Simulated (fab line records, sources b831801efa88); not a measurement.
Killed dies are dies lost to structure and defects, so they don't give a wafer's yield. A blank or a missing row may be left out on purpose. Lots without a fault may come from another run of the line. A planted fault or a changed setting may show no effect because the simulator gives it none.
Which tool did it? | flow gf180mcu | 6 lots, 17 wafers sampled, at 4 steps of a route of 602

WHAT THE GAUGES READ, wafer by wafer
GF_CONTACT_RS_MEAS_25: measures by four-point-probe.
lot  | measured     | on            | CONTACT_W_RS (ohm/sq)
L259 | day 16 21:35 | film_metro-04 | 0.379 0.376 0.378
L261 | day 17 20:22 | film_metro-03 | 0.385 0.381 0.384
L267 | day 20 00:04 | film_metro-03 | 0.370 0.376 0.371
L269 | day 20 23:56 | film_metro-01 | 0.385 0.384 0.385
L272 | day 21 17:04 | film_metro-04 | 0.501 0.501
L279 | day 24 01:11 | film_metro-04 | 0.390 0.368 0.394

WHICH TOOL RAN EACH LOT (tool, then ch and the chambers of the sampled wafers, then the start)
lot  | GF_SALICIDE_SPUTTER_03       | GF_CONTACT_STRIP_18                  | GF_CONTACT_CVD_24
L259 | pvd_sputter-03, day 15 21:53 | plasma_asher-02 ch 0,1, day 16 21:05 | cvd_w-02 ch 1, day 16 21:29
L261 | pvd_sputter-01, day 16 19:33 | plasma_asher-02 ch 0,1, day 17 19:50 | cvd_w-01 ch 0,1, day 17 20:15
L267 | pvd_sputter-01, day 18 22:09 | plasma_asher-02 ch 0,1, day 19 23:33 | cvd_w-02 ch 0,1, day 19 23:58
L269 | pvd_sputter-01, day 19 22:30 | plasma_asher-02 ch 0,1, day 20 23:25 | cvd_w-01 ch 0,1, day 20 23:50
L272 | pvd_sputter-03, day 20 15:30 | plasma_asher-04 ch 0, day 21 16:28   | cvd_w-02 ch 0,1, day 21 16:57
L279 | pvd_sputter-02, day 23 00:29 | plasma_asher-03 ch 0,1, day 24 00:40 | cvd_w-01 ch 0,1, day 24 01:03
- GF_SALICIDE_SPUTTER_03: material TiN, target thk 20 nm, time 16.7 s.
- GF_CONTACT_STRIP_18: strips in O2/N2.
- GF_CONTACT_CVD_24: deposits W, target thk 300 nm, time 90.339 s.

THE ANSWER, worked out from the rows above alone
Rule: what is usual is taken from the lots themselves. Put in order of their means at a reading, lots are off if they are a third of the lots or fewer, leave a main group of 4 or more, and stand apart from it by a gap of 3 or more times the standard deviation of the main group's means; of several such gaps the widest counts. A main group whose means are all the same, to the digits that the tables above print for the reading, isn't used. A lot without any number at a reading at which 4 lots or more have one is off too. The other lots that the step has rows for count as sound.
Off: L272, at GF_CONTACT_RS_MEAS_25 (CONTACT_W_RS). The main group: mean 0.380 ohm/sq, standard deviation 0.0047.
A tool fits if, at a process step before that reading, it ran every lot that is off, and no sound lot after the first of them. The gauges at GF_CONTACT_RS_MEAS_25 are tried like those tools. Can't be told from this: 3 tools fit, pvd_sputter-03 at GF_SALICIDE_SPUTTER_03, plasma_asher-04 at GF_CONTACT_STRIP_18, cvd_w-02 at GF_CONTACT_CVD_24.

WHAT THE SIMULATOR HAD PUT IN
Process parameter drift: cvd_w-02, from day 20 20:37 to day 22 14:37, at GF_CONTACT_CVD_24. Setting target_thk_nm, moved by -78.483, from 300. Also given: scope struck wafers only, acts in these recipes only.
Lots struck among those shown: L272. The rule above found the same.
